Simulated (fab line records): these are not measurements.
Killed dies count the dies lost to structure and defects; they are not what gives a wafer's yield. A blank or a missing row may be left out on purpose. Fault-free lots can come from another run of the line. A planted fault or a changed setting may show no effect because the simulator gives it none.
Which tool is to blame? + flow sfq_line + 41 wafers from 14 lots sampled at 2 of the route's 325 steps

== WHAT THE GAUGES SHOWED, per wafer ==
The record lacks any reading of a measuring or inspecting step that a usual standard deviation could be used to judge.

== WHICH TOOL RAN EACH LOT (tool, then ch and the chambers of the sampled wafers, then the start) ==
| lot  | SFQ_TRILAYER_A5C_DEP_PECVD_142  | SFQ_TRILAYER_C5_ETCH_VIA_ETCH_154  |
|------|---------------------------------|------------------------------------|
| L600 | pecvd-03 ch 0,1,2, day 59 01:31 | rie_diel-01 ch 0,3, day 68 09:58   |
| L601 | pecvd-03 ch 0,2, day 60 11:01   | rie_diel-01 ch 0,3, day 70 02:56   |
| L602 | pecvd-04 ch 0,1, day 60 12:56   | rie_diel-02 ch 1,3, day 70 05:20   |
| L603 | pecvd-01 ch 0,1, day 60 16:43   | rie_diel-01 ch 0,1,3, day 70 12:32 |
| L604 | pecvd-03 ch 1,2, day 61 02:19   | rie_diel-03 ch 0,3, day 70 13:52   |
| L605 | pecvd-03 ch 0,1,2, day 62 03:51 | rie_diel-02 ch 1,2,3, day 70 15:04 |
| L606 | pecvd-01 ch 0,2, day 62 07:53   | rie_diel-01 ch 1,3, day 70 16:16   |
| L607 | pecvd-03 ch 0,1,2, day 63 00:55 | rie_diel-03 ch 0,2,3, day 70 18:28 |
| L611 | pecvd-01 ch 1,2, day 68 22:24   | rie_diel-03 ch 1,2,3, day 73 01:19 |
| L617 | pecvd-01 ch 1,2, day 69 09:13   | rie_diel-03 ch 0,2, day 74 22:35   |
| L618 | pecvd-04 ch 0,1, day 69 12:12   | rie_diel-01 ch 0,1, day 76 07:05   |
| L620 | pecvd-04 ch 1,2, day 69 15:48   | rie_diel-01 ch 0,3, day 78 14:32   |
| L621 | pecvd-03 ch 0,1,2, day 69 18:12 | rie_diel-03 ch 0,1,2, day 78 16:56 |
| L623 | pecvd-04 ch 0,1, day 69 21:19   | rie_diel-03 ch 1,2,3, day 78 20:59 |
- SFQ_TRILAYER_A5C_DEP_PECVD_142: deposits SiO2 from SiH4/N2O, time 15.556 s, target thk 70 nm.
- SFQ_TRILAYER_C5_ETCH_VIA_ETCH_154: etches SiO2 in CHF3, stops on Nb, target depth 84 nm.

== WHAT THE TOOLS THEMSELVES READ (means of the sampled wafers that have a number; where no wafer has one, the mark that the record gives instead) ==
SFQ_TRILAYER_A5C_DEP_PECVD_142.
| lot  | tool     | heater_power_w (W) | throttle_valve_pct (%) |
|------|----------|--------------------|------------------------|
| L600 | pecvd-03 | 98                 | 23.5                   |
| L601 | pecvd-03 | 93                 | 23.0                   |
| L602 | pecvd-04 | 67                 | 24.2                   |
| L603 | pecvd-01 | 78                 | 24.4                   |
| L604 | pecvd-03 | 98                 | 24.3                   |
| L605 | pecvd-03 | 98                 | 23.8                   |
| L606 | pecvd-01 | 78                 | 24.3                   |
| L607 | pecvd-03 | 101                | 23.9                   |
| L611 | pecvd-01 | 75                 | 25.2                   |
| L617 | pecvd-01 | 70                 | 25.1                   |
| L618 | pecvd-04 | 66                 | 24.8                   |
| L620 | pecvd-04 | 86                 | 25.0                   |
| L621 | pecvd-03 | 97                 | 24.3                   |
| L623 | pecvd-04 | 70                 | 24.9                   |

SFQ_TRILAYER_C5_ETCH_VIA_ETCH_154.
| lot  | tool        | drypump_motor_current_A (A) | oes_product_au (a.u.) |
|------|-------------|-----------------------------|-----------------------|
| L600 | rie_diel-01 | 5.5                         | 0.905                 |
| L601 | rie_diel-01 | 5.5                         | 0.891                 |
| L602 | rie_diel-02 | 6.0                         | 0.895                 |
| L603 | rie_diel-01 | 5.4                         | 0.895                 |
| L604 | rie_diel-03 | 5.8                         | 0.892                 |
| L605 | rie_diel-02 | 5.9                         | 0.889                 |
| L606 | rie_diel-01 | 5.4                         | 0.896                 |
| L607 | rie_diel-03 | 5.6                         | 0.894                 |
| L611 | rie_diel-03 | 5.5                         | 0.916                 |
| L617 | rie_diel-03 | 6.0                         | 0.918                 |
| L618 | rie_diel-01 | 5.3                         | 0.898                 |
| L620 | rie_diel-01 | 5.5                         | 0.907                 |
| L621 | rie_diel-03 | 5.9                         | 0.894                 |
| L623 | rie_diel-03 | 5.5                         | 0.905                 |

== THE ANSWER, worked out from the rows above alone ==
Rule: usual is defined by the lots themselves. Put in order of their means at a reading, lots are off if they are a third of the lots or fewer, leave a main group of 4 or more, and stand apart from it by a gap of 3 or more times the standard deviation of the main group's means; of several such gaps the widest counts. Not used: any main group whose means are identical at the precision the tables above print for the reading. Also off: a lot with no number at a reading for which 4 or more lots have one. Any other lot the step has rows for is counted as sound. After the gauges, taken in route order, come the tools' own readings; for these a lot's mean is taken, as printed above. At the first step where some lot is off, the reading lying furthest off is the one used; lots without a number count as furthest.
No lot is off at any reading shown: from this, nothing can be told.

== WHAT THE SIMULATOR PUT IN ==
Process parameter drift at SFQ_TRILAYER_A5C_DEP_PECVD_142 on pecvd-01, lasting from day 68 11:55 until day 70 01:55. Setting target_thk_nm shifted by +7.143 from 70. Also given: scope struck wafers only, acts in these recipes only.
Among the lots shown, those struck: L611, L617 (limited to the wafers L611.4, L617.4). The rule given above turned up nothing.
